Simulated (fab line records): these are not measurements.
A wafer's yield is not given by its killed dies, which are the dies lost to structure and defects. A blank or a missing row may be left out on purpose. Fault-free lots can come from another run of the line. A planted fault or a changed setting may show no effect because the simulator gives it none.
Struck lot and sound lot, side by side | flow sky130 | 20 out of 708 route steps
Sound: these wafers, L234.3, L234.4, L234.5. Struck: wafers L233.2, L233.3. (L233.5 of the same lot was not struck and is left out.) The cause comes at the end.
Order at every step that has rows: each side's tool, ch and its chambers, its first start. Under that, the readings that differ: sound wafers | struck wafers | difference of the means | sigmas: that difference in standard deviations of wafers without a fault.
alike: readings with means less than 2 such deviations apart, plus words and numbers identical on both sides. not compared: withheld readings, readings lacking a value on some wafer, bounds such as >300 that could conceal the same value, and numbers that have no deviation in the record and whose values overlap.
A row with sigmas, a row that says differs or no value, or rows on one side alone: a step with any of these is where the two part. Non-overlapping numbers with no deviation appear without sigmas and do not part them. Lack of a reading on every wafer of one side parts them only where that side has two or more wafers.

SKY_GATE_OXIDE_OVL_MEAS_10:
  struck on overlay-02, day 19 15:42; sound on overlay-01, day 20 05:42
  alike: GATE_OXIDE_OVL
then, 2 steps without rows for these wafers: SKY_GATE_OXIDE_IMPLANT_11; SKY_GATE_OXIDE_WET_ETCH_12 (etches SiO2 in dHF, target depth 16.8 nm, time 336 s).
SKY_GATE_OXIDE_STRIP_13: strips in O2/N2.
  sound on plasma-asher-01 ch 0,1, day 20 06:01; struck on plasma-asher-04 ch 0,1, day 19 15:59
  alike: drypump-motor-current-A, oes-product-au, strip-time-to-endpoint-s
  not compared: rf-hours-counter-h
SKY_GATE_OXIDE_TW_MEAS_14:
  struck on film-metro-03, day 19 16:06; sound on film-metro-03, day 20 06:06
  alike: GATE_OXIDE_TW
then, 3 steps without rows for these wafers: SKY_GATE_OXIDE_CLEAN_15 (cleans in SC1/SC2, time 150 s); SKY_GATE_OXIDE_OXIDATION_16 (stabilise 600 s, purge 300 s, target thk 3.57 nm); SKY_POLY_GATE_CVD_00 (deposits poly-Si, target thk 180 nm, time 720 s).
SKY_POLY_GATE_THK_MEAS_01:
  struck on film-metro-01, day 19 19:35; sound on film-metro-02, day 20 09:54
  alike: POLY_GATE_CVD_00_THK
then, 3 steps without rows for these wafers: SKY_RES_PROTECT_DEHYDRATE_00 (time 60 s); SKY_RES_PROTECT_HMDS_01 (prime time 60 s); SKY_RES_PROTECT_COAT_02 (resist thk 1140 nm).
SKY_RES_PROTECT_SOFTBAKE_03: time 60 s.
  sound on litho-track-02 ch 0, day 21 02:08; struck on litho-track-04 ch 0, day 20 11:31
  reading                  | sound             | struck      | difference | sigmas
  heater-power-total-W (W) | 56.61 56.57 56.61 | 74.91 74.84 | +18.28     | +99 or more
  run-length-s (s)         | 89.65 89.45 89.71 | 54.11 53.93 | -35.58     | -99 or more
  alike: resist-line-temp-C
then, 2 steps without rows for these wafers: SKY_RES_PROTECT_EXPOSE_04 (exposes mask RPM, target cd 1270 nm); SKY_RES_PROTECT_PEB_05.
SKY_RES_PROTECT_DEVELOP_06: develop time 60 s.
  sound on litho-track-04 ch 0, day 21 17:59; struck on litho-track-02 ch 0, day 21 04:01
  reading                                          | sound          | struck    | difference | sigmas
  model.NOVOLAK_of_RES_PROTECT_COAT_02.thk-nm (nm) | 1145 1146 1143 | 1163 1161 | +17        |
  alike: resist-line-temp-C
then, 1 step without rows for these wafers: SKY_POLY_GATE_IMPLANT_02.
SKY_RES_PROTECT_STRIP_07: strips in O2/N2.
  sound on plasma-asher-02 ch 0,1, day 21 18:17; struck on plasma-asher-01 ch 0,1, day 21 04:17
  reading                      | sound             | struck      | difference | sigmas
  strip-time-to-endpoint-s (s) | 23.27 23.26 23.22 | 23.41 23.42 | +0.16      | +3
  alike: drypump-motor-current-A, oes-product-au
  not compared: rf-hours-counter-h
SKY_RES_PROTECT_TW_MEAS_08:
  struck on film-metro-02, day 21 04:24; sound on film-metro-04, day 21 18:22
  alike: POLY_GATE_TW
-- here the record skips 30 days between the struck wafers' starts before and after, leaving off in module RES_PROTECT and picking up in module PAD_OPEN (first step shown: number 708 of the route) --
SKY_PAD_OPEN_PROBE_99:
  the record has rows for the struck wafers here (prober-01, day 51 04:41) and none for the sound ones

WHERE THEY PART
Last at SKY_PAD_OPEN_PROBE_99 as far as this record goes, first at SKY_RES_PROTECT_SOFTBAKE_03.

WHY: what had been put in by the simulator
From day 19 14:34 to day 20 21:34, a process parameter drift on litho-track-04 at SKY_RES_PROTECT_SOFTBAKE_03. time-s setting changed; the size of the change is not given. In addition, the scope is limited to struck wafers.
